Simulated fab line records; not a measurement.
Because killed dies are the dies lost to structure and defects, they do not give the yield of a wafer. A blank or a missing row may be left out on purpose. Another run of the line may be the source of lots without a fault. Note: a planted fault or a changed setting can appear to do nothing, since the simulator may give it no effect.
fab line records | flow sky130
record: lots: 6 | wafers: 18 | last-day: 50
route steps=708 shown METAL4@632 VIA4@639 PAD_OPEN@708
lots that met no fault: from a run of the same line without faults
start-h: hours from the record's first day to the start of the lot's first wafer shown | wait-h: time in hours since the lot's previous step | " the same as in the row above | L1.1+2: one row covering several wafers at once | - no value present, or no start provided | * or withheld: withheld | < > ~ a bound
route shown NAME@n: a module of which the file shows steps, and the number in the route of the first | usual: the fault-free wafers' mean and standard deviation | same: alike in all rows | chamber/n: place in a boat | sites: readings site by site | _std_site: standard deviation across them | _edge_site: mean of outer sites minus mean of inner sites | radius-mm: how far each site lies from the wafer's centre | mask NAME#n: copy n | behind: the tool/chamber that last shaped the wafer | hold: the reason the lot was held/the length of the hold in hours/how it ended | device: the n, p or np transistor that did not switch | end of line: at the end of the route, the tests of the same wafers | for a step that has no rows: nothing shown but its recipe | killed: not the wafer's yield, but the dies lost to structure and defects at the first sort | map: dies across one wafer; x = killed, . = not, _ = none there
set.NAME: the run value of the setting; set.NAME@STEP: its run value at that earlier step | model.NAME: the simulator's own value behind a step, which no gauge read
lots seen at some steps along the route; tables by step, rows by wafer
services: from which hour (start-h, from the record's first day; less than 0 if before it) a tool's chamber was out of use, for how many hours, and why
== steps ==
step: SKY_METAL4_ETCH_16
recipe: chemistry: N2/H2 | target: BARC | ion-energy-ev: 200 | bias-w: 100 | pressure-mtorr: 30 | n2-flow-sccm: 100 | h2-flow-sccm: 200 | icp-w: 500 | stop-on: SiO2 | time-s: 91.81 | target-depth-a: 600
usual: drypump-motor-current-A: 5.6/0.35 | oes-product-au: 0.624/0.0042 | throttle-valve-pct: 13.205/0.0094
same: time-s: 91.81
lot.wafer | tool         | chamber | start-h | wait-h | drypump-motor-current-A | oes-product-au | rf-hours-counter-h | throttle-valve-pct
L770.2    | rie-metal-01 | 0       | 1017.20 | 0.0    | 6.0                     | 0.626          | 16                 | 13.212
L770.4    | "            | 0       | "       | "      | 6.0                     | 0.626          | -                  | 13.206
L770.6    | "            | 0       | "       | "      | 6.0                     | 0.624          | -                  | 13.211
L774.1    | rie-metal-03 | 1       | 1046.02 | 0.0    | 5.8                     | 0.621          | 18                 | 13.201
L774.4    | "            | 1       | "       | "      | 5.8                     | 0.630          | -                  | 13.196
L774.5    | "            | 1       | "       | "      | 5.8                     | 0.628          | -                  | 13.222
L778.2    | rie-metal-04 | 1       | 1073.95 | 0.0    | 5.2                     | 0.626          | 11                 | 13.207
L778.3    | "            | 1       | "       | "      | 5.2                     | 0.625          | -                  | 13.205
L778.5    | "            | 0       | "       | "      | 5.8                     | 0.627          | -                  | 13.204
L779.1    | rie-metal-01 | 1       | 1083.45 | 0.0    | 5.2                     | 0.620          | 24                 | 13.209
L779.3    | "            | 0       | "       | "      | 6.0                     | 0.622          | -                  | 13.199
L779.4    | "            | 1       | "       | "      | 5.1                     | 0.618          | -                  | 13.206
L783.1    | rie-metal-03 | 0       | 1099.40 | 0.0    | 5.6                     | 0.626          | 31                 | 13.216
L783.3    | "            | 0       | "       | "      | 5.6                     | 0.625          | -                  | 13.211
L783.4    | "            | 1       | "       | "      | 5.8                     | 0.617          | -                  | 13.201
L786.1    | rie-metal-04 | 0       | 1119.85 | 0.0    | 5.8                     | 0.621          | 6                  | 13.209
L786.2    | "            | 1       | "       | "      | 5.2                     | 0.621          | 14                 | 13.211
L786.6    | "            | 1       | "       | "      | 5.2                     | 0.621          | -                  | 13.206
step: SKY_METAL4_ETCH_17
recipe: target: SiO2 | stop-on: TiN | chemistry: C4F8/O2/Ar | source-w: 1500 | bias-w: 1200 | pressure-mtorr: 40 | c4f8-flow-sccm: withheld | O2_flow_sccm: 6 | Ar_flow_sccm: 300 | time-s: 3.9 | target-depth-a: 150
usual: oes-product-au: 0.750/0.0077 | rf-fwd-power-W: 1470/6.4
same: time-s: 3.9
lot.wafer | tool        | chamber | start-h | wait-h | oes-product-au | rf-fwd-power-W | rf-hours-counter-h
L770.2    | rie-diel-03 | 3       | 1017.30 | 0.1    | 0.741          | 1475           | 18
L770.4    | "           | 2       | "       | "      | 0.746          | 1469           | 12
L770.6    | "           | 0       | "       | "      | 0.748          | 1480           | -
L774.1    | rie-diel-01 | 2       | 1046.12 | 0.1    | 0.748          | 1479           | 13
L774.4    | "           | 1       | "       | "      | 0.753          | 1464           | 15
L774.5    | "           | 1       | "       | "      | 0.752          | 1472           | -
L778.2    | rie-diel-04 | 2       | 1074.05 | 0.1    | 0.753          | 1462           | 11
L778.3    | "           | 3       | "       | "      | 0.744          | 1459           | 10
L778.5    | "           | 3       | "       | "      | 0.740          | 1461           | -
L779.1    | rie-diel-01 | 2       | 1083.55 | 0.1    | 0.731          | 1482           | 14
L779.3    | "           | 3       | "       | "      | 0.728          | 1471           | 16
L779.4    | "           | 0       | "       | "      | 0.749          | 1470           | 7
L783.1    | rie-diel-01 | 0       | 1099.50 | 0.1    | 0.760          | 1462           | 8
L783.3    | "           | 2       | "       | "      | 0.752          | 1470           | 15
L783.4    | "           | 1       | "       | "      | 0.765          | 1461           | 17
L786.1    | rie-diel-03 | 0       | 1119.95 | 0.1    | 0.755          | 1476           | 15
L786.2    | "           | 2       | "       | "      | 0.738          | 1469           | 16
L786.6    | "           | 2       | "       | "      | 0.751          | 1467           | -
step: SKY_METAL4_METAL_ETCH_18
recipe: target-depth-a: 8450 | stop-on: SiO2 | over-etch-frac: 0.3 | time-s: 183.1 | chemistry: Cl2/BCl3 | resist-sidewall-deg: 88 | pressure-mtorr: 10 | icp-w: 900 | bias-w: 48.5 | Cl2_flow_sccm: 60 | bcl3-flow-sccm: 30
usual: drypump-motor-current-A: 5.6/0.34 | oes-product-au: 0.863/0.0072 | rf-fwd-power-W: 896.3/2.8 | throttle-valve-pct: 22.263/0.0096
same: time-s: 183.1
lot.wafer | tool         | chamber | start-h | wait-h | drypump-motor-current-A | oes-product-au | rf-fwd-power-W | rf-hours-counter-h | throttle-valve-pct
L770.2    | rie-metal-03 | 1       | 1017.32 | 0.0    | 5.8                     | 0.866          | 896.6          | 16                 | 22.276
L770.4    | "            | 1       | "       | "      | 5.8                     | 0.858          | 898.4          | -                  | 22.259
L770.6    | "            | 0       | "       | "      | 5.6                     | 0.861          | 895.2          | -                  | 22.276
L774.1    | rie-metal-01 | 0       | 1046.14 | 0.0    | 6.0                     | 0.859          | 898.3          | 18                 | 22.264
L774.4    | "            | 0       | "       | "      | 6.0                     | 0.873          | 895.3          | -                  | 22.279
L774.5    | "            | 0       | "       | "      | 6.1                     | 0.868          | 899.9          | -                  | 22.280
L778.2    | rie-metal-01 | 0       | 1074.07 | 0.0    | 6.0                     | 0.858          | 892.4          | 20                 | 22.262
L778.3    | "            | 0       | "       | "      | 6.1                     | 0.860          | 894.6          | -                  | 22.281
L778.5    | "            | 1       | "       | "      | 5.1                     | 0.869          | 896.5          | -                  | 22.279
L779.1    | rie-metal-04 | 1       | 1083.57 | 0.0    | 5.2                     | 0.857          | 895.9          | 11                 | 22.272
L779.3    | "            | 1       | "       | "      | 5.2                     | 0.859          | 899.1          | -                  | 22.269
L779.4    | "            | 0       | "       | "      | 5.8                     | 0.872          | 892.0          | -                  | 22.268
L783.1    | rie-metal-04 | 0       | 1099.52 | 0.0    | 5.8                     | 0.867          | 889.9          | 4                  | 22.270
L783.3    | "            | 0       | "       | "      | 5.8                     | 0.862          | 891.7          | -                  | 22.252
L783.4    | "            | 1       | "       | "      | 5.2                     | 0.856          | 898.4          | -                  | 22.265
L786.1    | rie-metal-01 | 0       | 1119.97 | 0.0    | 6.1                     | 0.866          | 894.6          | 24                 | 22.262
L786.2    | "            | 1       | "       | "      | 5.1                     | 0.854          | 894.0          | 27                 | 22.244
L786.6    | "            | 1       | "       | "      | 5.1                     | 0.859          | 895.2          | -                  | 22.266
step: SKY_METAL4_STRIP_19
recipe: chemistry: O2/N2 | power-w: 1400 | pressure-mtorr: 1500 | platen-temp-c: withheld | o2-flow-sccm: 3000 | n2-flow-sccm: 300 | overash-fraction: 0.5
usual: drypump-motor-current-A: 5.8/0.5 | oes-product-au: 0.499/0.0062 | strip-time-to-endpoint-s: 6.46/0.11
lot.wafer | tool            | chamber | start-h | wait-h | drypump-motor-current-A | oes-product-au | rf-hours-counter-h | strip-time-to-endpoint-s
L770.2    | plasma-asher-02 | 0       | 1017.50 | 0.1    | 5.9                     | 0.495          | 59                 | 6.53
L770.4    | "               | 0       | "       | "      | 5.9                     | 0.496          | -                  | 6.49
L770.6    | "               | 1       | "       | "      | 5.1                     | 0.495          | -                  | 6.33
L774.1    | plasma-asher-03 | 0       | 1046.32 | 0.1    | 6.2                     | 0.501          | 30                 | 6.44
L774.4    | "               | 1       | "       | "      | 6.2                     | 0.494          | -                  | 6.36
L774.5    | "               | 1       | "       | "      | 6.2                     | 0.495          | -                  | 6.43
L778.2    | plasma-asher-03 | 1       | 1074.24 | 0.1    | 6.2                     | 0.494          | 33                 | 6.39
L778.3    | "               | 1       | "       | "      | 6.2                     | 0.501          | -                  | 6.44
L778.5    | "               | 0       | "       | "      | 6.2                     | 0.504          | -                  | 6.51
L779.1    | plasma-asher-01 | 0       | 1083.75 | 0.1    | 5.8                     | 0.495          | 101                | 6.43
L779.3    | "               | 1       | "       | "      | 4.9                     | 0.507          | -                  | 6.46
L779.4    | "               | 0       | "       | "      | 5.8                     | 0.501          | -                  | 6.43
L783.1    | plasma-asher-02 | 1       | 1099.69 | 0.1    | 5.1                     | 0.495          | 67                 | 6.40
L783.3    | "               | 0       | "       | "      | 5.9                     | 0.500          | -                  | 6.41
L783.4    | "               | 1       | "       | "      | 5.1                     | 0.490          | -                  | 6.32
L786.1    | plasma-asher-01 | 0       | 1120.14 | 0.1    | 5.8                     | 0.500          | 105                | 6.42
L786.2    | "               | 1       | "       | "      | 4.9                     | 0.497          | 105                | 6.58
L786.6    | "               | 1       | "       | "      | 4.9                     | 0.504          | -                  | 6.61
step: SKY_METAL4_STRIP_20
recipe: chemistry: post-etch-residue-remover | time-s: 1200 | temp-c: 72.5
step: SKY_METAL4_CLEAN_21
recipe: chemistry: IPA | time-s: 180 | temp-c: 25
step: SKY_METAL4_CLEAN_22
recipe: chemistry: O3/DIW | dry: n2-spin
step: SKY_VIA4_HDPCVD_00
recipe: material: SiO2 | target-thk-nm: 1750 | sigma-open-frac: 0.3 | time-s: 291.7 | temp-c: 400 | sih4-flow-sccm: 60 | pressure-mtorr: 6
step: SKY_VIA4_THK_MEAS_01
recipe: reads: SiO2_of_VIA4_HDPCVD_00
usual: VIA4_HDPCVD_THK: 1763/25
lot.wafer | tool          | chamber | start-h | wait-h | VIA4_HDPCVD_THK[nm]
L770.2    | film-metro-03 | -       | 1018.32 | 0.1    | 1798
L770.4    | "             | -       | "       | "      | 1811
L770.6    | "             | -       | "       | "      | 1810
L774.1    | film-metro-01 | -       | 1047.13 | 0.1    | 1765
L774.4    | "             | -       | "       | "      | 1791
L774.5    | "             | -       | "       | "      | 1765
L778.2    | film-metro-02 | -       | 1075.06 | 0.1    | 1756
L778.3    | "             | -       | "       | "      | 1752
L778.5    | "             | -       | "       | "      | 1776
L779.1    | film-metro-02 | -       | 1084.56 | 0.1    | 1720
L779.3    | "             | -       | "       | "      | 1783
L779.4    | "             | -       | "       | "      | 1755
L783.1    | film-metro-02 | -       | 1100.55 | 0.1    | 1757
L783.3    | "             | -       | "       | "      | 1800
L783.4    | "             | -       | "       | "      | 1786
L786.1    | film-metro-03 | -       | 1120.92 | 0.1    | 1770
L786.2    | "             | -       | "       | "      | 1784
L786.6    | "             | -       | "       | "      | 1761
step: SKY_VIA4_CMP_02
recipe: material: SiO2 | down-force-psi: 4 | platen-rpm: 60 | pad-velocity-m-s: 0.94248
usual: motor-current-A: 12.7/1.3 | slurry-filter-dp-kPa: 13.49/0.14
lot.wafer | tool   | chamber | start-h | wait-h | motor-current-A | slurry-filter-dp-kPa
L770.4    | cmp-02 | 2       | 1018.42 | 0.1    | 13.4            | 13.32
L770.2    | "      | 3       | "       | "      | 12.5            | 13.45
L770.6    | "      | 1       | "       | "      | 11.8            | 13.50
L774.1    | cmp-02 | 3       | 1047.19 | 0.1    | 12.9            | 13.68
L774.4    | "      | 1       | "       | "      | 11.6            | 13.29
L774.5    | "      | 3       | "       | "      | 12.4            | 13.59
L778.3    | cmp-01 | 2       | 1075.11 | 0.0    | 11.4            | 13.47
L778.2    | "      | 0       | "       | "      | 12.1            | 13.41
L778.5    | "      | 2       | "       | "      | 11.3            | 13.72
L779.3    | cmp-01 | 3       | 1084.65 | 0.1    | 16.4            | 13.28
L779.1    | "      | 0       | "       | "      | 12.1            | 13.45
L779.4    | "      | 1       | "       | "      | 11.9            | 13.48
L783.3    | cmp-02 | 3       | 1100.61 | 0.0    | 12.2            | 13.36
L783.1    | "      | 0       | "       | "      | 12.2            | 13.45
L783.4    | "      | 1       | "       | "      | 11.8            | 13.48
L786.1    | cmp-02 | 0       | 1120.98 | 0.1    | 12.0            | 13.59
L786.2    | "      | 3       | "       | "      | 12.3            | 13.41
L786.6    | "      | 1       | "       | "      | 12.4            | 13.75
step: SKY_VIA4_BOW_MEAS_03
recipe: mode: bow
usual: VIA4_BOW: 78/7.4
lot.wafer | tool          | chamber | start-h | wait-h | VIA4_BOW[um]
L770.2    | film-metro-01 | -       | 1018.69 | 0.2    | 74
L770.4    | "             | -       | "       | "      | 83
L770.6    | "             | -       | "       | "      | 77
L774.1    | film-metro-01 | -       | 1047.49 | 0.2    | 78
L774.4    | "             | -       | "       | "      | 60
L774.5    | "             | -       | "       | "      | 66
L778.2    | film-metro-01 | -       | 1075.43 | 0.2    | 71
L778.3    | "             | -       | "       | "      | 96
L778.5    | "             | -       | "       | "      | 78
L779.1    | film-metro-03 | -       | 1084.95 | 0.2    | 73
L779.3    | "             | -       | "       | "      | 62
L779.4    | "             | -       | "       | "      | 65
L783.1    | film-metro-03 | -       | 1100.91 | 0.2    | 66
L783.3    | "             | -       | "       | "      | 81
L783.4    | "             | -       | "       | "      | 76
L786.1    | film-metro-02 | -       | 1121.28 | 0.2    | 77
L786.2    | "             | -       | "       | "      | 84
L786.6    | "             | -       | "       | "      | 83
step: SKY_VIA4_DEHYDRATE_04
recipe: temp-c: 200 | time-s: 60
step: SKY_VIA4_HMDS_05
recipe: prime-time-s: 60 | prime-temp-c: 120
usual: prime-temp-c: 120.04/0.15
same: prime-time-s: 60
lot.wafer | tool           | chamber | start-h | wait-h | prime-temp-c
L770.2    | litho-track-02 | 0       | 1029.14 | 0.1    | 119.98
L770.4    | "              | 0       | "       | "      | 120.09
L770.6    | "              | 0       | "       | "      | 120.22
L774.1    | litho-track-04 | 0       | 1058.12 | 0.1    | 119.95
L774.4    | "              | 0       | "       | "      | 120.02
L774.5    | "              | 0       | "       | "      | 120.03
L778.2    | litho-track-04 | 0       | 1085.15 | 0.1    | 113.76
L778.3    | "              | 0       | "       | "      | 113.77
L778.5    | "              | 0       | "       | "      | 113.69
L779.1    | litho-track-02 | 0       | 1093.81 | 0.1    | 119.75
L779.3    | "              | 0       | "       | "      | 119.88
L779.4    | "              | 0       | "       | "      | 119.82
L783.1    | litho-track-04 | 0       | 1110.67 | 0.1    | 113.41
L783.3    | "              | 0       | "       | "      | 113.82
L783.4    | "              | 0       | "       | "      | 113.74
L786.1    | litho-track-02 | 0       | 1130.56 | 0.1    | 120.34
L786.2    | "              | 0       | "       | "      | 120.17
L786.6    | "              | 0       | "       | "      | 120.10
step: SKY_VIA4_COAT_06
recipe: resist: NOVOLAK | spin-rpm: 3000 | resist-thk-nm: 1140
step: SKY_PAD_OPEN_PROBE_99
usual: defect-limited-yield: 82.9/2 | killed_at_M0_to_M3: 43/7 | killed_at_M4_up: 3.0/1.9 | killed-at-contacts: 24/4.6 | killed-at-front-end: 15/4.1 | killed-at-other: 0.3/0.52 | killed-dies: 84/9.7 | killed-open: 46/6.9 | killed-short: 38/6.8 | sort_bin_3_pad_short: 0.8/0.41 | sort_bin_5_function: 10.2/1.5 | sort_bin_6_memory: 6.1/1.1 | sort-n-pass: 408/9.7 | sort-yield-pct: 82.9/2
same: gross-dies: 492 | killed-at-back-side: 0 | sort_bin_4_leakage[%]: 0 | sort_bin_8_speed[%]: 0
lot.wafer | tool      | chamber | start-h | wait-h | defect-limited-yield[%] | killed_at_M0_to_M3 | killed_at_M4_up | killed-at-contacts | killed-at-front-end | killed-at-other | killed-dies | killed-open | killed-short | sort_bin_3_pad_short[%] | sort_bin_5_function[%] | sort_bin_6_memory[%] | sort-n-pass | sort-yield-pct[%]
L770.2    | prober-01 | -       | 1108.15 | 0.1    | 83.1                    | 32                 | 2               | 27                 | 22                  | 0               | 83          | 46          | 36           | 1.6                     | 9.6                    | 5.7                  | 409         | 83.1
L770.4    | prober-01 | -       | 1108.25 | 0.2    | 82.5                    | 46                 | 2               | 24                 | 14                  | 0               | 86          | 51          | 35           | 1.0                     | 11.0                   | 5.5                  | 406         | 82.5
L770.6    | prober-01 | -       | 1108.35 | 0.2    | 84.8                    | 38                 | 7               | 21                 | 9                   | 0               | 75          | 41          | 33           | 0                       | 9.6                    | 5.7                  | 417         | 84.8
L774.1    | prober-01 | -       | 1133.78 | 0.1    | 82.7                    | 48                 | 1               | 25                 | 11                  | 0               | 85          | 50          | 35           | 1.2                     | 11.0                   | 5.1                  | 407         | 82.7
L774.4    | prober-01 | -       | 1133.93 | 0.2    | 87.2                    | 25                 | 3               | 25                 | 10                  | 0               | 63          | 38          | 25           | 0                       | 8.3                    | 4.5                  | 429         | 87.2
L774.5    | prober-01 | -       | 1133.98 | 0.2    | 80.9                    | 46                 | 8               | 27                 | 13                  | 0               | 94          | 47          | 47           | 0.6                     | 12.6                   | 5.9                  | 398         | 80.9
L778.2    | prober-02 | -       | 1157.38 | 0.1    | 80.7                    | 48                 | 3               | 29                 | 15                  | 0               | 95          | 56          | 39           | 0.6                     | 11.2                   | 7.5                  | 397         | 80.7
L778.3    | prober-02 | -       | 1157.43 | 0.2    | 83.1                    | 50                 | 1               | 20                 | 12                  | 0               | 83          | 45          | 38           | 0.8                     | 10.8                   | 5.3                  | 409         | 83.1
L778.5    | prober-02 | -       | 1157.53 | 0.2    | 80.3                    | 46                 | 3               | 33                 | 15                  | 0               | 97          | 55          | 42           | 1.4                     | 11.4                   | 6.9                  | 395         | 80.3
L779.1    | prober-01 | -       | 1164.28 | 0.1    | 82.3                    | 32                 | 6               | 28                 | 21                  | 0               | 87          | 41          | 46           | 1.6                     | 10.0                   | 6.1                  | 405         | 82.3
L779.3    | prober-01 | -       | 1164.38 | 0.2    | 82.7                    | 41                 | 5               | 25                 | 13                  | 1               | 85          | 42          | 43           | 1.0                     | 10.0                   | 6.3                  | 407         | 82.7
L779.4    | prober-01 | -       | 1164.43 | 0.2    | 84.8                    | 37                 | 4               | 24                 | 10                  | 0               | 75          | 40          | 35           | 0.2                     | 8.5                    | 6.5                  | 417         | 84.8
L786.1    | prober-02 | -       | 1194.58 | 0.1    | 82.1                    | 43                 | 3               | 22                 | 20                  | 0               | 88          | 44          | 44           | 1.0                     | 10.8                   | 6.1                  | 404         | 82.1
L786.2    | prober-02 | -       | 1194.63 | 0.1    | 81.7                    | 42                 | 0               | 27                 | 21                  | 0               | 90          | 46          | 44           | 1.2                     | 11.2                   | 5.9                  | 402         | 81.7
L786.6    | prober-02 | -       | 1194.83 | 0.2    | 80.7                    | 52                 | 1               | 25                 | 16                  | 1               | 95          | 43          | 52           | 1.0                     | 11.6                   | 6.7                  | 397         | 80.7
killed by level:class
L770.2 VIA1:geometric-particle:open=12 CONTACT:geometric-particle:open=11 FIELD_ISO:geometric-particle:short=6 LI_CONTACT:geometric-particle:open=6 CONTACT:geometric-particle:short=5 METAL1:geometric-particle:short=5 FIELD_ISO:geometric-particle:open=4 VIA3:geometric-particle:short=4
L770.4 VIA2:geometric-particle:open=10 CONTACT:geometric-particle:open=8 VIA1:geometric-particle:open=8 VIA3:geometric-particle:open=7 VIA1:geometric-particle:short=6 POLY_GATE:geometric-particle:open=5 CONTACT:geometric-particle:short=5 FIELD_ISO:geometric-particle:open=4
L770.6 VIA1:geometric-particle:open=10 VIA3:geometric-particle:open=8 METAL4:geometric-particle:short=7 VIA2:geometric-particle:open=6 LI_CONTACT:geometric-particle:open=6 CONTACT:geometric-particle:open=6 METAL3:geometric-particle:short=5 LOCAL_INTERCONNECT:geometric-particle:short=4
L774.1 VIA1:geometric-particle:open=12 LI_CONTACT:geometric-particle:open=10 METAL2:geometric-particle:short=8 VIA2:geometric-particle:open=7 CONTACT:geometric-particle:open=6 LOCAL_INTERCONNECT:geometric-particle:short=4 METAL1:geometric-particle:short=4 VIA3:geometric-particle:short=4
L774.4 CONTACT:geometric-particle:open=10 VIA1:geometric-particle:open=8 VIA3:geometric-particle:open=7 FIELD_ISO:geometric-particle:short=4 LI_CONTACT:geometric-particle:short=4 LI_CONTACT:geometric-particle:open=4 CONTACT:geometric-particle:short=4 VIA1:geometric-particle:short=3
L774.5 CONTACT:geometric-particle:open=9 VIA1:geometric-particle:open=9 VIA3:geometric-particle:open=9 CONTACT:geometric-particle:short=8 METAL2:geometric-particle:short=6 METAL3:geometric-particle:short=6 METAL4:geometric-particle:short=5 LI_CONTACT:geometric-particle:open=4
L778.2 VIA1:geometric-particle:open=13 CONTACT:geometric-particle:open=12 METAL2:geometric-particle:short=8 VIA2:geometric-particle:open=7 FIELD_ISO:geometric-particle:short=4 POLY_GATE:geometric-particle:short=4 CONTACT:geometric-particle:short=4 LI_CONTACT:geometric-particle:open=4
L778.3 VIA1:geometric-particle:open=15 VIA3:geometric-particle:open=11 METAL3:geometric-particle:short=6 LOCAL_INTERCONNECT:geometric-particle:short=5 METAL1:geometric-particle:short=5 LI_CONTACT:geometric-particle:short=4 LI_CONTACT:geometric-particle:open=4 FIELD_ISO:geometric-particle:short=3
L778.5 CONTACT:geometric-particle:open=17 METAL2:geometric-particle:short=11 VIA1:geometric-particle:open=9 LI_CONTACT:geometric-particle:open=8 METAL3:geometric-particle:short=6 POLY_GATE:geometric-particle:open=5 LI_CONTACT:geometric-particle:short=4 POLY_GATE:geometric-particle:short=4
L779.1 LI_CONTACT:geometric-particle:open=8 CONTACT:geometric-particle:short=7 VIA1:geometric-particle:open=7 FIELD_ISO:geometric-particle:open=6 POLY_GATE:geometric-particle:short=5 LOCAL_INTERCONNECT:geometric-particle:short=5 METAL1:geometric-particle:short=5 VIA2:geometric-particle:open=5
L779.3 VIA1:geometric-particle:open=13 CONTACT:geometric-particle:short=9 CONTACT:geometric-particle:open=8 VIA3:geometric-particle:open=5 POLY_GATE:geometric-particle:short=4 LOCAL_INTERCONNECT:geometric-particle:short=4 METAL2:geometric-particle:short=4 FIELD_ISO:geometric-particle:open=3
L779.4 VIA1:geometric-particle:open=7 LI_CONTACT:geometric-particle:open=6 LOCAL_INTERCONNECT:geometric-particle:short=6 CONTACT:geometric-particle:open=6 METAL2:geometric-particle:short=6 METAL1:geometric-particle:short=5 METAL1:geometric-particle:open=5 VIA3:geometric-particle:open=5
L786.1 VIA1:geometric-particle:open=8 VIA2:geometric-particle:open=7 CONTACT:geometric-particle:open=7 LI_CONTACT:geometric-particle:open=6 CONTACT:geometric-particle:short=6 METAL3:geometric-particle:short=6 METAL1:geometric-particle:short=5 VIA2:geometric-particle:short=5
L786.2 CONTACT:geometric-particle:short=8 VIA3:geometric-particle:open=8 CONTACT:geometric-particle:open=7 VIA2:geometric-particle:open=7 FIELD_ISO:geometric-particle:short=6 LI_CONTACT:geometric-particle:open=6 LOCAL_INTERCONNECT:geometric-particle:short=6 METAL1:geometric-particle:short=6
L786.6 LI_CONTACT:geometric-particle:open=8 VIA2:geometric-particle:open=8 VIA3:geometric-particle:open=8 VIA1:geometric-particle:short=7 METAL1:geometric-particle:short=7 POLY_GATE:geometric-particle:short=6 CONTACT:geometric-particle:open=6 METAL2:geometric-particle:short=6
== services ==
tool            | chamber | start-h | hours | kind
rie-diel-03     | 0       | 996.51  | 8.5   | repair
rie-diel-04     | 2       | 1007.67 | 28.8  | repair
rie-diel-03     | 1       | 1020.61 | 2.5   | repair
plasma-asher-01 | -       | 1027.94 | 0.9   | repair
rie-diel-04     | 0       | 1045.63 | -     | clean
rie-diel-04     | 0       | 1045.63 | 10.5  | scheduled-down
rie-diel-04     | 0       | 1045.63 | 10.5  | vent-cycle
cmp-02          | -       | 1048.19 | 5.5   | pm
cmp-01          | -       | 1060.54 | 0.8   | repair
plasma-asher-01 | -       | 1073.74 | 2.8   | pm
rie-diel-03     | -       | 1083.61 | 0.2   | repair
cmp-02          | -       | 1084.19 | 4.0   | pm
cmp-02          | -       | 1088.19 | -     | consumable-replace:conditioner
cmp-02          | -       | 1088.19 | -     | consumable-replace:pad
cmp-01          | -       | 1089.70 | 19.4  | repair
cmp-01          | -       | 1098.75 | 1.9   | repair
plasma-asher-02 | -       | 1099.79 | 14.6  | pm
rie-diel-03     | -       | 1102.33 | 4.3   | pm
rie-diel-03     | 1       | 1109.09 | 8.2   | repair
rie-metal-03    | 0       | 1112.81 | -     | clean
rie-metal-03    | 0       | 1112.81 | 18.1  | scheduled-down
rie-metal-03    | 0       | 1112.81 | 18.1  | vent-cycle
cmp-01          | -       | 1127.87 | 3.1   | repair
== key ==
first-sign: step: SKY_VIA4_HMDS_05 | reading: prime-temp-c | direction: down | sigmas: 44 | usual: * | struck: *
effect none on later readings
met-at SKY_VIA4_HMDS_05
struck-wafers L778.2,L778.3,L778.5,L783.1,L783.3,L783.4
onset-between 1058.12 1085.15
fault: kind: process-parameter-drift | tool: litho-track-04 | chamber: - | onset-h: 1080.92 | steps: SKY_VIA4_HMDS_05 | channel: prime-temp-c | offset: * | shape: step | end-h: 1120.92 | acts-in: * | stated: *
